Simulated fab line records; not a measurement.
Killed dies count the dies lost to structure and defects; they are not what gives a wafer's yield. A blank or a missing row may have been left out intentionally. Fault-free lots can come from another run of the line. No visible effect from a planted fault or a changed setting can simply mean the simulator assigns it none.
Which tool did it? ; flow gf180mcu ; 14 lots with 42 wafers sampled at 5 steps, on a route of 602 steps

## WHAT THE GAUGES SHOWED, per wafer
GF_MVPSD_TW_MEAS_11.
lot;measured;on;MVPSD_TW
L831;day 4 23:39;film metro-01;547 547 545
L832;day 5 04:50;film metro-02;547 550 551
L833;day 5 15:08;film metro-02;548 551 550
L834;day 5 21:04;film metro-04;550 552 551
L835;day 6 01:09;film metro-01;541 543 541
L840;day 7 08:31;film metro-01;546 545 546
L842;day 7 20:58;film metro-04;558 558 561
L844;day 8 08:14;film metro-04;556 556 558
L847;day 9 01:17;film metro-01;543 547 543
L848;day 9 08:11;film metro-01;543 547 544
L849;day 9 13:19;film metro-04;559 553 553
L851;day 10 00:43;film metro-02;551 549 548
L852;day 10 04:28;film metro-04;555 557 556
L854;day 10 17:07;film metro-02;549 548 546

GF_HV_LDD_CD_MEAS_19: the cd target is 400 nm.
lot;measured;on;cd nm (nm)
L831;day 11 01:15;cd sem-01;400.8 402.1 402.3
L832;day 11 02:04;cd sem-01;400.8 398.9 399.6
L833;day 12 00:02;cd sem-01;398.5 398.7 398.9
L834;day 11 22:45;cd sem-01;399.2 399.3 400.4
L835;day 12 00:42;cd sem-01;402.8 398.9 398.4
L840;day 13 14:33;cd sem-02;393.4 391.9 392.1
L842;day 14 06:46;cd sem-01;394.9 393.2 393.3
L844;day 14 22:24;cd sem-01;400.5 401.6 400.4
L847;day 15 17:22;cd sem-02;399.8 398.2 398.1
L848;day 16 01:20;cd sem-02;399.7 401.6 403.3
L849;day 16 10:28;cd sem-02;400.7 402.0 401.6
L851;day 17 04:05;cd sem-02;400.6 400.3 397.9
L852;day 17 12:22;cd sem-01;400.5 401.8 400.3
L854;day 18 03:34;cd sem-02;398.9 397.6 397.7

GF_PSD_CD_MEAS_07: the cd target is 400 nm.
lot;measured;on;cd nm (nm)
L831;day 14 12:44;cd sem-02;402.0 401.7 400.3
L832;day 14 14:16;cd sem-02;400.8 401.0 400.8
L833;day 15 13:03;cd sem-02;397.8 395.0 396.5
L834;day 15 12:28;cd sem-01;404.2 402.7 400.2
L835;day 15 14:58;cd sem-02;402.9 399.1 400.6
L840;day 17 09:08;cd sem-02;398.6 400.9 399.5
L842;day 18 04:42;cd sem-01;399.3 399.0 400.0
L844;day 18 19:43;cd sem-01;397.6 398.2 399.2
L847;day 19 17:47;cd sem-01;399.5 399.9 400.4
L848;day 20 04:34;cd sem-02;400.1 399.7 399.4
L849;day 20 15:22;cd sem-02;402.2 405.8 400.6
L851;day 21 08:10;cd sem-01;403.3 402.7 401.4
L852;day 21 17:13;cd sem-01;401.0 401.6 401.0
L854;day 22 07:34;cd sem-02;398.3 399.5 399.3

## WHICH TOOL RAN EACH LOT (tool, then ch and the chambers of the sampled wafers, then the start)
lot;GF_VT_IMPLANT_RTA_45;GF_HV_LDD_DEVELOP_18
L831;rtp anneal-01 ch 0, day 7 13:04;litho track-03 ch 0, day 11 01:07
L832;rtp anneal-02 ch 0, day 7 19:34;litho track-01 ch 0, day 11 01:56
L833;rtp anneal-01 ch 0, day 8 05:40;litho track-04 ch 0, day 11 23:53
L834;rtp anneal-02 ch 0, day 8 12:32;litho track-04 ch 0, day 11 22:37
L835;rtp anneal-01 ch 0, day 8 15:14;litho track-04 ch 0, day 12 00:34
L840;rtp anneal-02 ch 0, day 10 02:50;litho track-04 ch 0, day 13 14:25
L842;rtp anneal-01 ch 0, day 10 16:08;litho track-04 ch 0, day 14 06:37
L844;rtp anneal-01 ch 0, day 11 04:37;litho track-01 ch 0, day 14 22:15
L847;rtp anneal-02 ch 0, day 11 23:37;litho track-01 ch 0, day 15 17:14
L848;rtp anneal-01 ch 0, day 12 06:50;litho track-03 ch 0, day 16 01:11
L849;rtp anneal-02 ch 0, day 12 13:10;litho track-03 ch 0, day 16 10:19
L851;rtp anneal-01 ch 0, day 13 03:31;litho track-04 ch 0, day 17 03:56
L852;rtp anneal-01 ch 0, day 13 08:52;litho track-03 ch 0, day 17 12:13
L854;rtp anneal-02 ch 0, day 13 23:09;litho track-01 ch 0, day 18 03:25
- GF_VT_IMPLANT_RTA_45: time 30 s.
- GF_HV_LDD_DEVELOP_18: develop time 60 s.

## AS READ BY THE TOOLS THEMSELVES (means over the sampled wafers that have a number; for cases with no such wafer, the mark the record gives instead)
GF_VT_IMPLANT_RTA_45.
lot;tool;lamp power pct (%);wafer_temp_C_max
L831;rtp anneal-01;33.6;1054.4
L832;rtp anneal-02;30.1;1052.3
L833;rtp anneal-01;33.6;1054.7
L834;rtp anneal-02;30.0;1052.6
L835;rtp anneal-01;33.6;1054.6
L840;rtp anneal-02;30.0;1052.3
L842;rtp anneal-01;33.6;1053.6
L844;rtp anneal-01;33.6;1054.5
L847;rtp anneal-02;30.0;1051.6
L848;rtp anneal-01;33.6;1054.9
L849;rtp anneal-02;30.1;1053.7
L851;rtp anneal-01;33.6;1054.5
L852;rtp anneal-01;33.6;1055.6
L854;rtp anneal-02;30.0;1053.2

## THE ANSWER, worked out from the rows above alone
Rule: what is usual is taken from the lots themselves. Put in order of their means at a reading, lots are off if they are a third of the lots or fewer, leave a main group of 4 or more, and stand apart from it by a gap of 3 or more times the standard deviation of the main group's means; of several such gaps the widest counts. A main group whose means are all the same, to the digits that the tables above print for the reading, isn't used. Also off: a lot with no number at a reading for which 4 or more lots have one. All remaining lots with rows at the step are treated as sound. The gauges are gone through in route order, then the tools' own readings, and for those a lot's mean is taken as printed above. The first step at which some lot is off is used, and at that step the reading that is off furthest; a lot without a number counts as furthest.
Off: L840, L842, at GF_HV_LDD_CD_MEAS_19 (cd nm). The main group: mean 400.1 nm, standard deviation 1.2.
If a tool, at a process step before that reading, ran all the lots that are off and no sound lot after the first of them, it fits. Gauges at GF_HV_LDD_CD_MEAS_19: tried the same way as those tools. No candidate that was tried fits.

## WHAT WAS PUT IN BY THE SIMULATOR
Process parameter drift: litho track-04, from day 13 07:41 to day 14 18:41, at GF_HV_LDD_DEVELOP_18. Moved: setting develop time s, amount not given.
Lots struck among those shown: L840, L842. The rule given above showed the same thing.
